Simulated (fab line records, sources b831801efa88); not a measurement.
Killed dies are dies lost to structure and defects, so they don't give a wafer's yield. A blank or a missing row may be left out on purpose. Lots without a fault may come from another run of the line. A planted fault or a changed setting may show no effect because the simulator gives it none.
fab line records | flow sky130
record lots=6 wafers=18 last_day=50
route steps=708 shown LDD_HVP@288 LDD_LDN@289
lots that met no fault: from a run of the same line without faults
start_h: hours from the record's first day to the start of the lot's first wafer shown | wait_h: hours since the lot's step before | " the same as in the row above | L1.1+2: a row that stands for several wafers | - no value, or no start given | * or withheld: withheld | < > ~ a bound
route shown NAME@n: a module of which the file shows steps, and the number in the route of the first | usual: mean/standard deviation of fault-free wafers | same: alike in all rows | chamber/n: place in a boat | sites: the reading at each site | _std_site: their standard deviation | _edge_site: outer sites' mean less inner sites' | radius_mm: how far each site lies from the wafer's centre | mask NAME#n: copy n | behind: the tool/chamber that last shaped the wafer | hold: why the lot was held/for how many hours/how that ended | device: the transistor (n, p or np) that didn't switch | end of line: the same wafers' tests at the end of the route | a step without rows: its recipe alone | killed: dies lost to structure and defects at the first sort, not the wafer's yield | map: a wafer's dies, x killed, . not, _ none there
set.NAME: the setting as run; set.NAME@STEP: as run at that earlier step | model.NAME: the simulator's own value behind a step, which no gauge read
lots at some steps of the route; a table a step, a row a wafer
services: from which hour (start_h, from the record's first day; less than 0 if before it) a tool's chamber was out of use, for how many hours, and why
## steps
# step SKY_LDD_HVP_TW_MEAS_10
# usual LDD_HVP_TW=459/3.5
# columns lot.wafer tool chamber start_h wait_h LDD_HVP_TW
L106.2 film_metro-03 - 537.23 0.1 453
L106.3 " - " " 454
L106.4 " - " " 451
L109.4 film_metro-02 - 563.09 0.1 459
L109.5 " - " " 460
L109.6 " - " " 457
L111.1 film_metro-03 - 594.61 0.1 452
L111.5 " - " " 454
L111.6 " - " " 457
L112.1 film_metro-01 - 596.11 0.1 460
L112.2 " - " " 463
L112.6 " - " " 461
L120.2 film_metro-01 - 665.04 0.1 460
L120.4 " - " " 461
L120.6 " - " " 461
L121.1 film_metro-01 - 668.46 0.1 462
L121.2 " - " " 463
L121.5 " - " " 462
# step SKY_LDD_LDN_DEHYDRATE_00
# recipe temp_c=200 time_s=60
# step SKY_LDD_LDN_HMDS_01
# recipe prime_time_s=60 prime_temp_c=120
# step SKY_LDD_LDN_COAT_02
# recipe resist=NOVOLAK spin_rpm=3000 resist_thk_nm=1140
# step SKY_LDD_LDN_SOFTBAKE_03
# recipe temp_c=90 time_s=60 resist=NOVOLAK
# step SKY_LDD_LDN_EXPOSE_04
# recipe mask_id=LDNTM na=0.6 source_shape=conventional sigma_outer=0.6 polarization=unpolarized target_cd_nm=700 dose_mj=140
# step SKY_LDD_LDN_PEB_05
# recipe temp_c=withheld time_s=* resist=NOVOLAK
# step SKY_LDD_LDN_DEVELOP_06
# recipe resist=NOVOLAK developer=TMAH develop_time_s=60 dev_temp_c=23
# step SKY_LDD_LDN_OVL_MEAS_07
# usual LDD_LDN_OVL=0.0/1.4
# columns lot.wafer tool chamber start_h wait_h LDD_LDN_OVL[nm]
L106.2 overlay-01 - 567.03 0.1 -0.6
L106.3 " - " " -0.7
L106.4 " - " " -1.2
L109.4 overlay-01 - 592.29 0.1 -1.1
L109.5 " - " " 2.4
L109.6 " - " " 0.9
L111.1 overlay-02 - 623.32 0.1 2.5
L111.5 " - " " 0.4
L111.6 " - " " -0.4
L112.1 overlay-01 - 625.43 0.1 0.2
L112.2 " - " " -0.7
L112.6 " - " " 0.1
L120.2 overlay-01 - 692.94 0.1 -0.6
L120.4 " - " " 1.1
L120.6 " - " " -0.9
L121.1 overlay-02 - 696.33 0.1 0.5
L121.2 " - " " -1.2
L121.5 " - " " 0.0
# step SKY_LDD_LDN_IMPLANT_08
# recipe species=As energy_kev=15 dose_cm2=1.25e+13 tilt_deg=withheld rotation_deg=23
# step SKY_LDD_LDN_IMPLANT_09
# recipe species=As energy_kev=15 dose_cm2=1.25e+13 tilt_deg=withheld rotation_deg=113
# step SKY_LDD_LDN_IMPLANT_10
# recipe species=As energy_kev=15 dose_cm2=1.25e+13 tilt_deg=withheld rotation_deg=203
# step SKY_LDD_LDN_IMPLANT_11
# recipe species=As energy_kev=15 dose_cm2=1.25e+13 tilt_deg=withheld rotation_deg=293
# usual dose_ions_cm2=1.2502e+13/1.5e+10 faraday_current_uA=70.6/1.3
# columns lot.wafer tool chamber start_h wait_h dose_ions_cm2 faraday_current_uA
L106.2 implanter-03 0 567.53 0.1 1.2479e+13 70.6
L106.3 " 0 " " 1.2496e+13 70.0
L106.4 " 0 " " 1.2493e+13 69.3
L109.4 implanter-01 0 592.83 0.1 1.2515e+13 68.4
L109.5 " 0 " " 1.2492e+13 69.5
L109.6 " 0 " " 1.2503e+13 71.5
L111.1 implanter-03 0 623.81 0.1 1.2308e+13 67.9
L111.5 " 0 " " 1.2303e+13 71.9
L111.6 " 0 " " 1.23e+13 69.7
L112.1 implanter-03 0 625.92 0.1 1.2297e+13 69.6
L112.2 " 0 " " 1.2305e+13 68.0
L112.6 " 0 " " 1.2297e+13 68.6
L120.2 implanter-01 0 693.45 0.1 1.2532e+13 70.5
L120.4 " 0 " " 1.2515e+13 71.6
L120.6 " 0 " " 1.2536e+13 69.2
L121.1 implanter-03 0 696.82 0.1 1.2499e+13 70.5
L121.2 " 0 " " 1.249e+13 72.3
L121.5 " 0 " " 1.2511e+13 70.6
# step SKY_LDD_LDN_STRIP_12
# recipe chemistry=O2/N2 power_w=1400 pressure_mtorr=1500 platen_temp_c=withheld o2_flow_sccm=3000 n2_flow_sccm=300 overash_fraction=0.5
# usual drypump_motor_current_A=5.8/0.56 oes_product_au=0.715/0.0048 strip_time_to_endpoint_s=14.21/0.041
# columns lot.wafer tool chamber start_h wait_h drypump_motor_current_A oes_product_au rf_hours_counter_h strip_time_to_endpoint_s
L106.2 plasma_asher-04 0 567.66 0.1 5.1 0.716 43 14.24
L106.3 " 0 " " 5.1 0.708 - 14.25
L106.4 " 1 " " 5.1 0.714 - 14.23
L109.4 plasma_asher-02 1 592.94 0.1 6.3 0.709 - 14.17
L109.5 " 1 " " 6.3 0.710 - 14.22
L109.6 " 0 " " 6.4 0.709 - 14.21
L111.1 plasma_asher-02 1 623.96 0.1 6.3 0.707 21 14.21
L111.5 " 1 " " 6.3 0.711 - 14.25
L111.6 " 0 " " 6.4 0.716 - 14.26
L112.1 plasma_asher-04 0 626.07 0.1 5.1 0.714 46 14.23
L112.2 " 1 " " 5.1 0.722 46 14.26
L112.6 " 1 " " 5.1 0.712 - 14.20
L120.2 plasma_asher-02 0 693.57 0.1 6.4 0.717 27 14.21
L120.4 " 0 " " 6.4 0.710 - 14.25
L120.6 " 0 " " 6.4 0.714 - 14.26
L121.1 plasma_asher-04 1 696.97 0.1 5.1 0.715 53 14.21
L121.2 " 0 " " 5.1 0.720 53 14.21
L121.5 " 0 " " 5.2 0.716 - 14.22
## services
# columns tool chamber start_h hours kind
implanter-03 - 546.32 1.6 repair
implanter-03 - 559.10 6.6 repair
implanter-01 - 564.17 3.5 repair
plasma_asher-04 - 572.29 35.1 repair
plasma_asher-04 - 579.90 4.8 repair
implanter-01 - 598.78 2.0 repair
implanter-01 - 621.93 4.3 repair
implanter-03 - 648.55 8.1 repair
implanter-01 - 654.08 5.5 repair
plasma_asher-02 - 657.32 3.9 repair
## key
first_sign step=SKY_LDD_LDN_IMPLANT_11 reading=dose_ions_cm2 direction=down sigmas=13 usual=* struck=*
effect none on later readings
met_at SKY_LDD_LDN_IMPLANT_11
struck_wafers L111.1,L111.5,L111.6,L112.1,L112.2,L112.6
tester_left_out L111,L112
onset_between 567.53 623.81
fault kind=process_parameter_drift tool=implanter-03 chamber=- onset_h=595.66 steps=SKY_LDD_LDN_IMPLANT_11 channel=dose_cm2 offset=* shape=step end_h=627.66 acts_in=* stated=*
# tester_left_out: of these lots the tester's yield and bins aren't shown, on N5 and GAA mostly nor the transistor test; their killed dies are dies lost to structure and defects alone, not to doping, threshold or leakage, so they don't give the yield
